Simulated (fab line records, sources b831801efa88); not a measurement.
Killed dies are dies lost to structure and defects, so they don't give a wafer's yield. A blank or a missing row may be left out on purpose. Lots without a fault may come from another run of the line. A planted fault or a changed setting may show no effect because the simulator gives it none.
One fault seen from 2 desks | flow sfq_line | each desk has only its own numbers; what lay behind them comes last

THE METROLOGY DESK
What the gauges read, lot by lot, whatever tool the lot ran on: means of the sampled wafers that have a number. A lot is out of limits, marked OUT, if its mean lies more than 4 standard deviations from the usual mean; the brackets give that distance.
Columns: A = M3_NB_RS at SFQ_M3_RS_MEAS_919, usual 0.891 ohm/sq; B = M3_OVL at SFQ_M3_OVL_MEAS_921, usual -4 nm
lot  | first seen here | A     | B
L418 | day 35 00:27    | 0.886 | -5
L423 | day 37 16:41    | 0.888 | -0
L424 | day 43 15:43    | 0.899 | 1
L425 | day 44 02:05    | 0.891 | 11
L435 | day 45 13:45    | 0.889 | -0
L439 | day 45 21:59    | 0.906 | 1
This desk's finding: nothing out of limits on any of the 6 lots.

THE TOOL OWNER'S DESK: litho_track-04
The tool's own readings at SFQ_TRILAYER_M3_LITHO_PEB_078 (peb time 60 s): means of the sampled wafers that have a number, for each lot that ran on this tool. A lot is out of limits, marked OUT, if its mean lies more than 4 standard deviations from the usual mean; the brackets give that distance.
Columns: A = heater_power_total_W at SFQ_TRILAYER_M3_LITHO_PEB_078, usual 79.15 W
lot  | first seen here | A
L418 | day 40 17:20    | 79.20
L423 | day 41 22:17    | 79.14
L424 | day 43 18:07    | 81.29 (+31) OUT
L425 | day 44 11:43    | 81.37 (+32) OUT
L435 | day 50 16:54    | 79.09
This desk's finding: out of limits on L424, L425; first on L424, day 43 18:07 (heater_power_total_W at SFQ_TRILAYER_M3_LITHO_PEB_078). In limits: L418, L423, L435.

PUT TOGETHER
The tool owner's desk could have raised an alarm at day 43 18:07, on L424, L425.
The metrology desk saw nothing out of limits.
The metrology desk has L424, L425 on record, within its limits.
Of the lots named, all ran SFQ_TRILAYER_M3_LITHO_PEB_078 on litho_track-04.

WHAT THE SIMULATOR HAD PUT IN
Process parameter drift: litho_track-04, from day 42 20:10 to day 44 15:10, at SFQ_TRILAYER_M3_LITHO_PEB_078. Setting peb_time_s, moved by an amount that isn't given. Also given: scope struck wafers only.
Lots struck among those shown: L424, L425.
Hours from the fault's start to each desk's first reading out of limits: the tool owner's desk, 22.
